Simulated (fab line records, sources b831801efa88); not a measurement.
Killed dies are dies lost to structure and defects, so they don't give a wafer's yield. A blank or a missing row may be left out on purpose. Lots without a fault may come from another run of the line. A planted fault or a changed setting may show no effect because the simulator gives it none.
Problem report in the 8D (eight disciplines) form, filled by code | flow sky130 | the parts of the form that need people (team, actions taken, sign-off) are left out

1. THE PROBLEM
oes_product_au at SKY_METAL1_METAL_ETCH_19 reads a mean of 0.927 a.u. on 2 wafers of 1 lot; wafers without a fault read 0.855 a.u. with a standard deviation of 0.0067. That is +11 standard deviations from the usual mean.
The step: etches the open film in Cl2/BCl3, stops on SiO2, target depth 360 nm, time 78 s.
First seen on wafer L292.1, day 39 10:25, on rie_metal-04. The record holds 33 wafers of 11 lots with a number at this step. Rule for "out", or "out of limits": more than 4 standard deviations from the usual mean. The other wafers with a number count as sound.

2. WHAT IT IS AND WHAT IT IS NOT
question                    | is                | is not
which readings at this step | oes_product_au    | drypump_motor_current_A, throttle_valve_pct
which lots                  | L292              | L271, L272, L273, L275, L276, L278, L281, L283, L284, L286
which wafers of those lots  | L292.1, L292.3    | L292.6
read on which tools         | rie_metal-04      | rie_metal-02, rie_metal-03
when                        | from day 39 10:25 | up to then (31 sound wafers)

3. SUSPECTS, AND WHAT RULES EACH OUT
Counting: a tool at a process step up to the reading stays a suspect if it ran every lot that is out. Sound lots after the first of them don't rule it out here, since some wafers of a struck lot are sound.
- pvd_sputter-01 at SKY_CONTACT_SPUTTER_23 (material TiN, target thk 20 nm, time 80 s): kept. It ran the lot that is out, L292 (day 38 07:58).
- cmp-01 at SKY_CONTACT_CMP_27 (polishes, stops on SiO2, t overpolish 15 s, target thk 0 nm): kept. It ran the lot that is out, L292 (day 38 08:25); its last sound lot up to then is L276 (day 33 18:00).
- rie_metal-04 at SKY_METAL1_METAL_ETCH_19 (etches the open film in Cl2/BCl3, stops on SiO2, target depth 360 nm, time 78 s): kept. It ran the lot that is out, L292 (day 39 10:25); its last sound lot up to then is L284 (day 37 05:27). Its own readings are out on those wafers: oes_product_au.
- Within cmp-01 at SKY_CONTACT_CMP_27: the wafers that are out ran in chambers 0, 1; their sound lot-mates ran in chamber 3.
- Within rie_metal-04 at SKY_METAL1_METAL_ETCH_19: the wafers that are out ran in chamber 0; their sound lot-mates ran in chamber 1.
Left after counting: pvd_sputter-01 at SKY_CONTACT_SPUTTER_23, cmp-01 at SKY_CONTACT_CMP_27, rie_metal-04 at SKY_METAL1_METAL_ETCH_19.

4. THE CAUSE (what the simulator had put in)
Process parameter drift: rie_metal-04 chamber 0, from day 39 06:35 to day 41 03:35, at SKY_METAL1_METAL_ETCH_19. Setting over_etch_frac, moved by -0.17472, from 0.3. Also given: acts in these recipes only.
Counting left 3 suspects, and this tool is among them.

5. THE CHAIN OF EFFECTS, in route order
Each row: a reading whose mean over the struck wafers that have a number lies more than 3 standard deviations from the usual. Only readings for which the record gives a usual standard deviation are gone through. hours: the time from each lot's start at the first step in this table that gives one to its start at this step, as a median over the lots. sigmas: the change in usual standard deviations.
hours | step                     | reading                  | usual      | on struck wafers | change | sigmas
0     | SKY_METAL1_METAL_ETCH_19 | oes_product_au           | 0.855 a.u. | 0.927            | +0.073 | +11
0     | SKY_METAL1_STRIP_20      | strip_time_to_endpoint_s | 2.72 s     | 2.98             | +0.25  | +4.4
The process steps in it:
- SKY_METAL1_METAL_ETCH_19: etches the open film in Cl2/BCl3, stops on SiO2, target depth 360 nm, time 78 s.
- SKY_METAL1_STRIP_20: strips in O2/N2.

6. WHAT WOULD HAVE CAUGHT IT SOONER
In this record the first reading out of limits was taken at day 39 10:25, 4 hours after the fault began at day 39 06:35.
